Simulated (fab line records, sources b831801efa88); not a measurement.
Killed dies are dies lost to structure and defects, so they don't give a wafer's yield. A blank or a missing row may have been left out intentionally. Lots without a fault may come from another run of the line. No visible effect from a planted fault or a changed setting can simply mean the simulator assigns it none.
Comparing a struck lot with a sound one	flow gf180mcu	14 steps out of a route of 602
Sound: wafers L918.1, L918.3, L918.6. Wafers struck: L912.1, L912.4, L912.6. At the end, the cause is stated.
Order at every step that has rows: each side's tool, ch and its chambers, its first start. Under that, the readings that differ: sound wafers	struck wafers	difference of the means	sigmas: that difference in standard deviations of wafers without a fault.
alike: readings whose means differ by less than 2 such deviations, and words and numbers that are the same on both sides. not compared: withheld readings, readings that some wafer has no value for, bounds like >300 that may hide the same value, and numbers for which the record gives no deviation and whose values overlap.
The two part at a step that has a row with sigmas, a row that says differs or no value, or rows on one side only. Numbers that have no deviation but don't overlap get no sigmas and don't part them. Lack of a reading on every wafer of one side parts them only where that side has two or more wafers.

GF_M4_SPUTTER_01: material TiN, target thk 30 nm, time 25 s.
  sound: pvd-sputter-04 at day 29 10:07; struck: pvd-sputter-03 at day 27 09:25
  alike: throttle-valve-pct
GF_M4_SPUTTER_02: material AlCu, target thk 450 nm, time 23.9 s.
  sound: pvd-sputter-04 at day 29 10:08; struck: pvd-sputter-03 at day 27 09:27
  alike: throttle-valve-pct
GF_M4_SPUTTER_03: material Ti, target thk 10 nm, time 6.7 s.
  sound: pvd-sputter-04 at day 29 10:10; struck: pvd-sputter-03 at day 27 09:29
  alike: substrate-temp-c, throttle-valve-pct
GF_M4_SPUTTER_04: material TiN, target thk 50 nm, time 41.7 s.
  sound: pvd-sputter-04 at day 29 10:11; struck: pvd-sputter-03 at day 27 09:30
  alike: throttle-valve-pct
GF_M4_RS_MEAS_05: measurement is done with a four-point probe.
  sound: film-metro-02 at day 29 10:14; struck: film-metro-01 at day 27 09:32
  alike: M4_ALCU_RS
GF_M4_THK_MEAS_06: measures by xrf.
  sound: film-metro-02 at day 29 10:21; struck: film-metro-01 at day 27 09:40
  alike: M4_ALCU_THK
then, 6 steps without rows for these wafers: GF_M4_DEHYDRATE_07 (time 60 s); GF_M4_HMDS_08 (prime time 60 s); GF_M4_COAT_09 (resist thk 1000 nm); GF_M4_SOFTBAKE_10 (time 60 s); GF_M4_EXPOSE_11 (exposes mask Metal4, target cd 280 nm); GF_M4_PEB_12 (peb time 90 s).
GF_M4_DEVELOP_13: develop time 60 s.
  struck on litho-track-02, day 28 05:33; sound on litho-track-02 ch 0, day 30 05:38
  no value came back on the struck wafers for chill-plate-temp-C (C), develop-time-s (s); on the sound wafers chill-plate-temp-C (C) reads 22.98 22.88 22.91
reading	sound	struck	difference	sigmas
model.KrF_of_M4_COAT_09.thk-nm (nm)	984.9 985.2 986.2	1000 1003 1003	+17	
GF_M4_CD_MEAS_14: the cd target is 280 nm.
  sound: cd-sem-02 at day 30 05:47; struck: cd-sem-02 at day 28 05:42
reading	sound	struck	difference	sigmas
cd-nm (nm)	280.4 279.5 280.2	- - -	no value on the struck wafers	

== WHERE THEY PART ==
Earliest at GF_M4_DEVELOP_13; latest, in this record, at GF_M4_CD_MEAS_14.

WHY: what had been put in by the simulator
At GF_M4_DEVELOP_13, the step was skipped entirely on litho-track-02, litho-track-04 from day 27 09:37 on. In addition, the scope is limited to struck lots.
